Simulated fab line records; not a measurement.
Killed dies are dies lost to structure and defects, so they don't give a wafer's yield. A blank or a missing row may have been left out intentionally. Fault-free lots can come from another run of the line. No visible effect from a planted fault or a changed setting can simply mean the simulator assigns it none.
fab line records ; flow sky130
[record] lots = 10; wafers = 30; lastDay = 50
route steps=708 shown SD_P@329 METAL2@500 VIA2@530 METAL3@565
lots with no fault: from the same line, run without faults
startH: start of the lot's first displayed wafer, in hours after the record's first day ; waitH: hours elapsed since this lot's preceding step ; " unchanged from the row above ; L1.1+2: a row that stands for several wafers ; - no value, or no start given ; * or withheld: withheld ; < > ~ a bound
route shown NAME@n: names a module that has steps shown in the file, with the first one's number in the route ; usual: mean and standard deviation over wafers with no fault ; same: alike in all rows ; chamber/n: place in a boat ; sites: each site's reading ; _std_site: the standard deviation of these ; _edge_site: outer sites' mean less inner sites' ; radiusMm: how far each site lies from the wafer's centre ; mask NAME#n: copy n ; behind: the most recent tool/chamber to have shaped the wafer ; hold: the reason the lot was held/the length of the hold in hours/how it ended ; device: whichever transistor did not switch (one of n, p or np) ; end of line: at the end of the route, the tests of the same wafers ; a step without rows: its recipe alone ; killed: not the wafer's yield, but the dies lost to structure and defects at the first sort ; map: shows each die of a wafer: x if killed, . if not, _ if none is there
set.NAME: the setting as run; set.NAME@STEP: as run at that earlier step ; model.NAME: the simulator's own value behind a step, which no gauge read
a sample of lots followed through the steps of the route, with each step as a table and each wafer as a row
services: from which hour (startH, from the record's first day; less than 0 if before it) a tool's chamber was out of use, for how many hours, and why
[[steps]]
[step SKY_SD_P_IMPLANT_09]
[recipe] species = BF2; energyKev = 20; doseCm2 = 3e+15; tiltDeg = 0
[usual] beamEnergyKeV = 20.000/0.0066; beamOnS = 13.4/1.2; endStationPressureTorr = 1.44e-05/1.3e-06
lot.wafer;tool;chamber;startH;waitH;beamEnergyKeV;beamOnS;endStationPressureTorr
L686.2;implanter-01;0;584.45;0.0;20.005;12.2;1.68e-05
L686.4;implanter-01;0;584.45;0.0;20.007;12.1;1.61e-05
L686.6;implanter-01;0;584.45;0.0;20.017;12.3;1.58e-05
L687.1;implanter-03;0;597.36;0.0;20.007;14.9;1.29e-05
L687.2;implanter-03;0;597.36;0.0;20.003;14.7;1.3e-05
L687.5;implanter-03;0;597.36;0.0;19.999;15.1;1.32e-05
L688.3;implanter-03;0;607.74;0.1;20.000;15.0;1.26e-05
L688.4;implanter-03;0;607.74;0.1;20.005;14.9;1.38e-05
L688.6;implanter-03;0;607.74;0.1;20.001;14.8;1.2e-05
L689.2;implanter-03;0;622.59;0.0;19.998;14.6;1.31e-05
L689.3;implanter-03;0;622.59;0.0;19.999;14.6;1.33e-05
L689.6;implanter-03;0;622.59;0.0;20.011;15.0;1.31e-05
L692.3;implanter-01;0;647.36;0.1;20.004;12.0;1.55e-05
L692.4;implanter-01;0;647.36;0.1;19.995;12.1;1.58e-05
L692.5;implanter-01;0;647.36;0.1;19.996;12.4;1.57e-05
L698.2;implanter-01;0;706.44;0.0;18.758;12.5;1.42e-05
L698.5;implanter-01;0;706.44;0.0;18.764;12.3;1.61e-05
L698.6;implanter-01;0;706.44;0.0;18.755;12.4;1.48e-05
L701.4;implanter-01;0;717.39;0.1;18.768;12.6;1.66e-05
L701.5;implanter-01;0;717.39;0.1;18.771;12.5;1.52e-05
L701.6;implanter-01;0;717.39;0.1;18.765;12.7;1.44e-05
L703.1;implanter-03;0;735.77;0.0;20.006;15.3;1.25e-05
L703.5;implanter-03;0;735.77;0.0;19.991;15.7;1.29e-05
L703.6;implanter-03;0;735.77;0.0;20.012;14.8;1.42e-05
L706.2;implanter-03;0;750.50;0.0;19.988;15.1;1.3e-05
L706.4;implanter-03;0;750.50;0.0;19.999;14.7;1.31e-05
L706.6;implanter-03;0;750.50;0.0;20.001;14.6;1.32e-05
L709.1;implanter-01;0;790.09;0.0;19.998;12.2;1.61e-05
L709.3;implanter-01;0;790.09;0.0;19.998;12.3;1.58e-05
L709.4;implanter-01;0;790.09;0.0;19.996;12.3;1.45e-05
[step SKY_SD_P_STRIP_10]
[recipe] chemistry = O2/N2; powerW = 1400; pressureMtorr = 1500; platenTempC = withheld; o2FlowSccm = 3000; n2FlowSccm = 300; overashFraction = 0.5
[usual] drypumpMotorCurrentA = 5.9/0.4; oesProductAu = 0.617/0.0049; stripTimeToEndpointS = 17.49/0.035
lot.wafer;tool;chamber;startH;waitH;drypumpMotorCurrentA;oesProductAu;rfHoursCounterH;stripTimeToEndpointS
L686.2;plasmaAsher-02;0;584.57;0.1;5.5;0.614;74;17.49
L686.4;plasmaAsher-02;0;584.57;0.1;5.6;0.619;-;17.47
L686.6;plasmaAsher-02;0;584.57;0.1;5.5;0.616;-;17.51
L687.1;plasmaAsher-01;0;597.51;0.1;6.2;0.617;51;17.44
L687.2;plasmaAsher-01;1;597.51;0.1;5.1;0.608;51;17.46
L687.5;plasmaAsher-01;0;597.51;0.1;6.2;0.621;-;17.51
L688.3;plasmaAsher-01;1;607.87;0.1;5.1;0.621;-;17.46
L688.4;plasmaAsher-01;0;607.87;0.1;6.2;0.613;-;17.48
L688.6;plasmaAsher-01;0;607.87;0.1;6.2;0.621;-;17.44
L689.2;plasmaAsher-01;0;622.71;0.1;6.1;0.625;54;17.55
L689.3;plasmaAsher-01;0;622.71;0.1;6.2;0.614;-;17.49
L689.6;plasmaAsher-01;0;622.71;0.1;6.1;0.614;-;17.49
L692.3;plasmaAsher-04;0;647.49;0.1;6.0;0.613;-;17.51
L692.4;plasmaAsher-04;1;647.49;0.1;6.1;0.611;-;17.49
L692.5;plasmaAsher-04;0;647.49;0.1;6.1;0.612;-;17.46
L698.2;plasmaAsher-02;1;706.56;0.1;6.2;0.617;86;17.35
L698.5;plasmaAsher-02;0;706.56;0.1;5.6;0.621;-;17.39
L698.6;plasmaAsher-02;1;706.56;0.1;6.2;0.619;-;17.35
L701.4;plasmaAsher-04;1;717.49;0.1;6.2;0.629;-;17.31
L701.5;plasmaAsher-04;0;717.49;0.1;6.0;0.621;-;17.31
L701.6;plasmaAsher-04;1;717.49;0.1;6.2;0.624;-;17.31
L703.1;plasmaAsher-02;0;735.92;0.1;5.5;0.614;89;17.46
L703.5;plasmaAsher-02;1;735.92;0.1;6.3;0.621;-;17.51
L703.6;plasmaAsher-02;0;735.92;0.1;5.5;0.612;-;17.50
L706.2;plasmaAsher-01;1;750.62;0.1;5.1;0.619;66;17.44
L706.4;plasmaAsher-01;1;750.62;0.1;5.1;0.614;-;17.48
L706.6;plasmaAsher-01;0;750.62;0.1;6.2;0.601;-;17.43
L709.1;plasmaAsher-04;0;790.24;0.1;6.0;0.615;27;17.54
L709.3;plasmaAsher-04;0;790.24;0.1;6.1;0.607;-;17.49
L709.4;plasmaAsher-04;1;790.24;0.1;6.2;0.611;-;17.49
[step SKY_SD_P_TW_MEAS_11]
[usual] SD_P_TW = 2812/22
lot.wafer;tool;chamber;startH;waitH;SD_P_TW
L686.2;filmMetro-01;-;584.68;0.1;2814
L686.4;filmMetro-01;-;584.68;0.1;2785
L686.6;filmMetro-01;-;584.68;0.1;2819
L687.1;filmMetro-01;-;597.61;0.1;2802
L687.2;filmMetro-01;-;597.61;0.1;2787
L687.5;filmMetro-01;-;597.61;0.1;2799
L688.3;filmMetro-02;-;607.96;0.1;2825
L688.4;filmMetro-02;-;607.96;0.1;2821
L688.6;filmMetro-02;-;607.96;0.1;2827
L689.2;filmMetro-02;-;622.82;0.1;2818
L689.3;filmMetro-02;-;622.82;0.1;2834
L689.6;filmMetro-02;-;622.82;0.1;2831
L692.3;filmMetro-01;-;647.58;0.1;2809
L692.4;filmMetro-01;-;647.58;0.1;2790
L692.5;filmMetro-01;-;647.58;0.1;2801
L698.2;filmMetro-02;-;706.67;0.1;2762
L698.5;filmMetro-02;-;706.67;0.1;2774
L698.6;filmMetro-02;-;706.67;0.1;2780
L701.4;filmMetro-01;-;717.59;0.1;2739
L701.5;filmMetro-01;-;717.59;0.1;2741
L701.6;filmMetro-01;-;717.59;0.1;2747
L703.1;filmMetro-04;-;736.02;0.1;2833
L703.5;filmMetro-04;-;736.02;0.1;2852
L703.6;filmMetro-04;-;736.02;0.1;2859
L706.2;filmMetro-01;-;750.73;0.1;2810
L706.4;filmMetro-01;-;750.73;0.1;2789
L706.6;filmMetro-01;-;750.73;0.1;2805
L709.1;filmMetro-04;-;790.34;0.1;2814
L709.3;filmMetro-04;-;790.34;0.1;2814
L709.4;filmMetro-04;-;790.34;0.1;2809
[step SKY_SD_N_RS_MEAS_17]
[recipe] thkMeasGauge = four-point-probe
[usual] SD_P_RS = 147.0/0.48
lot.wafer;tool;chamber;startH;waitH;SD_P_RS[ohm/sq]
L686.2;filmMetro-02;-;644.59;0.1;146.4
L686.4;filmMetro-02;-;644.59;0.1;146.8
L686.6;filmMetro-02;-;644.59;0.1;146.8
L687.1;filmMetro-02;-;655.59;0.1;146.2
L687.2;filmMetro-02;-;655.59;0.1;146.3
L687.5;filmMetro-02;-;655.59;0.1;146.2
L688.3;filmMetro-04;-;665.76;0.1;146.8
L688.4;filmMetro-04;-;665.76;0.1;146.4
L688.6;filmMetro-04;-;665.76;0.1;146.7
L689.2;filmMetro-01;-;679.79;0.1;147.2
L689.3;filmMetro-01;-;679.79;0.1;147.0
L689.6;filmMetro-01;-;679.79;0.1;146.8
L692.3;filmMetro-01;-;705.31;0.1;147.0
L692.4;filmMetro-01;-;705.31;0.1;147.0
L692.5;filmMetro-01;-;705.31;0.1;146.9
L698.2;filmMetro-04;-;762.14;0.1;151.0
L698.5;filmMetro-04;-;762.14;0.1;151.4
L698.6;filmMetro-04;-;762.14;0.1;151.7
L701.4;filmMetro-01;-;771.99;0.1;151.8
L701.5;filmMetro-01;-;771.99;0.1;151.4
L701.6;filmMetro-01;-;771.99;0.1;150.9
L703.1;filmMetro-02;-;790.57;0.1;146.1
L703.5;filmMetro-02;-;790.57;0.1;146.8
L703.6;filmMetro-02;-;790.57;0.1;146.4
L706.2;filmMetro-01;-;804.78;0.1;147.2
L706.4;filmMetro-01;-;804.78;0.1;147.4
L706.6;filmMetro-01;-;804.78;0.1;147.7
L709.1;filmMetro-04;-;843.92;0.1;146.9
L709.3;filmMetro-04;-;843.92;0.1;146.6
L709.4;filmMetro-04;-;843.92;0.1;146.5
[step SKY_METAL2_DESCUM_17]
[recipe] chemistry = O2; sourcePowerW = 150; biasPowerW = 0; pressureMtorr = 10; tempC = 40; timeS = 8
[usual] drypumpMotorCurrentA = 5.7/0.45; oesProductAu = 1.004/0.0093
lot.wafer;tool;chamber;startH;waitH;drypumpMotorCurrentA;oesProductAu;rfHoursCounterH
L686.2;rieMetal-02;0;818.21;0.0;6.1;1.019;6
L686.4;rieMetal-02;0;818.21;0.0;6.1;1.005;-
L686.6;rieMetal-02;0;818.21;0.0;6.1;1.004;-
L687.1;rieMetal-04;0;827.84;0.0;5.7;0.995;9
L687.2;rieMetal-04;1;827.84;0.0;5.1;1.012;2
L687.5;rieMetal-04;0;827.84;0.0;5.7;0.980;-
L688.3;rieMetal-04;1;836.65;0.0;5.1;1.010;-
L688.4;rieMetal-04;0;836.65;0.0;5.7;0.999;-
L688.6;rieMetal-04;0;836.65;0.0;5.7;1.004;-
L689.2;rieMetal-03;0;850.02;0.0;6.5;1.008;9
L689.3;rieMetal-03;1;850.02;0.0;5.3;0.990;-
L689.6;rieMetal-03;1;850.02;0.0;5.3;1.005;-
L692.3;rieMetal-03;1;874.89;0.0;5.3;1.002;-
L692.4;rieMetal-03;0;874.89;0.0;6.5;1.013;-
L692.5;rieMetal-03;1;874.89;0.0;5.4;0.994;-
L698.2;rieMetal-04;0;928.94;0.0;5.7;1.013;13
L698.5;rieMetal-04;1;928.94;0.0;5.1;1.016;-
L698.6;rieMetal-04;0;928.94;0.0;5.7;1.009;-
L701.4;rieMetal-04;1;936.37;0.0;5.1;1.016;-
L701.5;rieMetal-04;1;936.37;0.0;5.1;1.011;-
L701.6;rieMetal-04;0;936.37;0.0;5.7;1.006;-
L703.1;rieMetal-02;0;954.71;0.0;6.0;0.996;14
L703.5;rieMetal-02;1;954.71;0.0;5.7;1.010;-
L703.6;rieMetal-02;0;954.71;0.0;6.0;0.995;-
L706.2;rieMetal-02;0;964.53;0.0;6.0;0.986;15
L706.4;rieMetal-02;0;964.53;0.0;6.0;0.992;-
L706.6;rieMetal-02;1;964.53;0.0;5.7;1.021;-
L709.1;rieMetal-04;0;1001.71;0.0;5.7;0.997;17
L709.3;rieMetal-04;0;1001.71;0.0;5.7;0.992;-
L709.4;rieMetal-04;0;1001.71;0.0;5.7;1.005;-
[step SKY_VIA2_THK_MEAS_23]
[recipe] thkMeasGauge = xrf; reads = W_of_VIA2_CVD_21
[usual] VIA2_W_THK = 415/5.1
lot.wafer;tool;chamber;startH;waitH;VIA2_W_THK[nm]
L686.2;filmMetro-04;-;846.57;0.1;418
L686.4;filmMetro-04;-;846.57;0.1;415
L686.6;filmMetro-04;-;846.57;0.1;410
L687.1;filmMetro-03;-;856.40;0.1;420
L687.2;filmMetro-03;-;856.40;0.1;420
L687.5;filmMetro-03;-;856.40;0.1;419
L688.3;filmMetro-02;-;864.36;0.1;411
L688.4;filmMetro-02;-;864.36;0.1;413
L688.6;filmMetro-02;-;864.36;0.1;411
L689.2;filmMetro-03;-;879.73;0.1;415
L689.3;filmMetro-03;-;879.73;0.1;418
L689.6;filmMetro-03;-;879.73;0.1;414
L692.3;filmMetro-03;-;902.92;0.1;410
L692.4;filmMetro-03;-;902.92;0.1;415
L692.5;filmMetro-03;-;902.92;0.1;415
L698.2;filmMetro-03;-;956.12;0.1;414
L698.5;filmMetro-03;-;956.12;0.1;410
L698.6;filmMetro-03;-;956.12;0.1;413
L701.4;filmMetro-03;-;962.88;0.1;413
L701.5;filmMetro-03;-;962.88;0.1;411
L701.6;filmMetro-03;-;962.88;0.1;414
L703.1;filmMetro-02;-;981.16;0.1;417
L703.5;filmMetro-02;-;981.16;0.1;415
L703.6;filmMetro-02;-;981.16;0.1;410
L706.2;filmMetro-04;-;991.17;0.1;428
L706.4;filmMetro-04;-;991.17;0.1;415
L706.6;filmMetro-04;-;991.17;0.1;426
L709.1;filmMetro-04;-;1027.69;0.1;419
L709.3;filmMetro-04;-;1027.69;0.1;421
L709.4;filmMetro-04;-;1027.69;0.1;425
[step SKY_METAL3_DESCUM_15]
[recipe] chemistry = O2; sourcePowerW = 150; biasPowerW = 0; pressureMtorr = 10; tempC = 40; timeS = 8
[usual] drypumpMotorCurrentA = 6.1/0.48; oesProductAu = 0.999/0.012
lot.wafer;tool;chamber;startH;waitH;drypumpMotorCurrentA;oesProductAu;rfHoursCounterH
L686.2;rieMetal-03;1;900.18;0.0;5.3;0.999;14
L686.4;rieMetal-03;1;900.18;0.0;5.4;0.996;-
L686.6;rieMetal-03;1;900.18;0.0;5.3;1.003;-
L687.1;rieMetal-01;1;908.79;0.0;6.4;0.992;12
L687.2;rieMetal-01;0;908.79;0.0;6.2;0.987;16
L687.5;rieMetal-01;1;908.79;0.0;6.4;0.980;-
L688.3;rieMetal-04;0;915.64;0.0;5.7;0.999;-
L688.4;rieMetal-04;1;915.64;0.0;5.1;0.998;-
L688.6;rieMetal-04;0;915.64;0.0;5.8;0.994;-
L689.2;rieMetal-01;1;931.02;0.0;6.4;0.996;13
L689.3;rieMetal-01;0;931.02;0.0;6.2;0.994;-
L689.6;rieMetal-01;0;931.02;0.0;6.2;0.989;-
L692.3;rieMetal-01;1;954.54;0.0;6.4;0.993;-
L692.4;rieMetal-01;0;954.54;0.0;6.2;0.982;-
L692.5;rieMetal-01;0;954.54;0.0;6.2;0.996;-
L698.2;rieMetal-03;1;1004.32;0.0;5.4;1.001;20
L698.5;rieMetal-03;0;1004.32;0.0;6.5;1.005;-
L698.6;rieMetal-03;1;1004.32;0.0;5.4;1.003;-
L701.4;rieMetal-03;1;1012.33;0.0;5.3;1.010;-
L701.5;rieMetal-03;0;1012.33;0.0;6.5;1.014;-
L701.6;rieMetal-03;1;1012.33;0.0;5.3;1.008;-
L703.1;rieMetal-01;1;1030.39;0.0;6.4;1.007;18
L703.5;rieMetal-01;1;1030.39;0.0;6.4;0.989;-
L703.6;rieMetal-01;0;1030.39;0.0;6.3;0.999;-
L706.2;rieMetal-01;0;1038.94;0.0;6.2;0.980;22
L706.4;rieMetal-01;0;1038.94;0.0;6.2;0.983;-
L706.6;rieMetal-01;1;1038.94;0.0;6.4;0.987;-
L709.1;rieMetal-01;0;1071.94;0.0;6.3;1.005;24
L709.3;rieMetal-01;0;1071.94;0.0;6.2;0.994;-
L709.4;rieMetal-01;0;1071.94;0.0;6.2;0.997;-
[[services]]
tool;chamber;startH;hours;kind
rieMetal-04;0;568.88;7.3;repair
rieMetal-03;-;571.76;0.2;repair
rieMetal-04;0;602.30;7.7;repair
rieMetal-03;-;614.28;1.4;pm
implanter-01;-;617.27;1.0;repair
implanter-03;-;627.17;1.2;repair
implanter-03;-;635.74;8.0;repair
implanter-01;-;667.32;5.1;repair
implanter-03;-;722.31;1.9;repair
rieMetal-03;-;741.77;2.8;pm
implanter-03;-;777.15;1.9;repair
implanter-03;-;784.91;3.8;pm
rieMetal-04;1;788.64;4.6;repair
implanter-01;-;790.85;25.7;pm
implanter-03;-;791.97;2.8;repair
rieMetal-01;0;792.72;1.0;repair
implanter-01;-;816.51;2.5;pm
rieMetal-01;1;818.78;4.2;repair
rieMetal-04;1;998.52;13.1;repair
rieMetal-04;-;1025.57;1.0;repair
rieMetal-04;-;1035.37;1.1;repair
rieMetal-04;-;1037.63;4.3;pm
rieMetal-04;-;1057.26;10.7;repair
rieMetal-01;1;1065.05;7.0;repair
[[key]]
[firstSign] step = SKY_SD_P_IMPLANT_09; reading = beamEnergyKeV; direction = down; sigmas = 99+; usual = *; struck = *
[effect] step = SKY_SD_P_STRIP_10; reading = stripTimeToEndpointS; direction = down; sigmas = 4.4; usual = *; struck = *
[effect] step = SKY_SD_P_TW_MEAS_11; reading = SD_P_TW; direction = down; sigmas = 2.5; usual = 2812; struck = 2757
[effect] step = SKY_SD_N_RS_MEAS_17; reading = SD_P_RS; direction = up; sigmas = 9.2; usual = 147.0; struck = 151.4
metAt SKY_SD_P_IMPLANT_09
struckLots L698,L701
testerLeftOut L698,L701
notActingAt SKY_METAL2_DESCUM_17,SKY_VIA2_THK_MEAS_23,SKY_METAL3_DESCUM_15
onsetBetween 647.36 706.44
[fault] kind = processParameterDrift; tool = implanter-01; chamber = -; onsetH = 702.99; steps = SKY_SD_P_IMPLANT_09; channel = energyKev; offset = *; shape = step; endH = 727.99; actsIn = *; stated = *
// testerLeftOut: of these lots the tester's yield and bins aren't shown, on N5 and GAA mostly nor the transistor test; their killed dies are dies lost to structure and defects alone, not to doping, threshold or leakage, so they don't give the yield
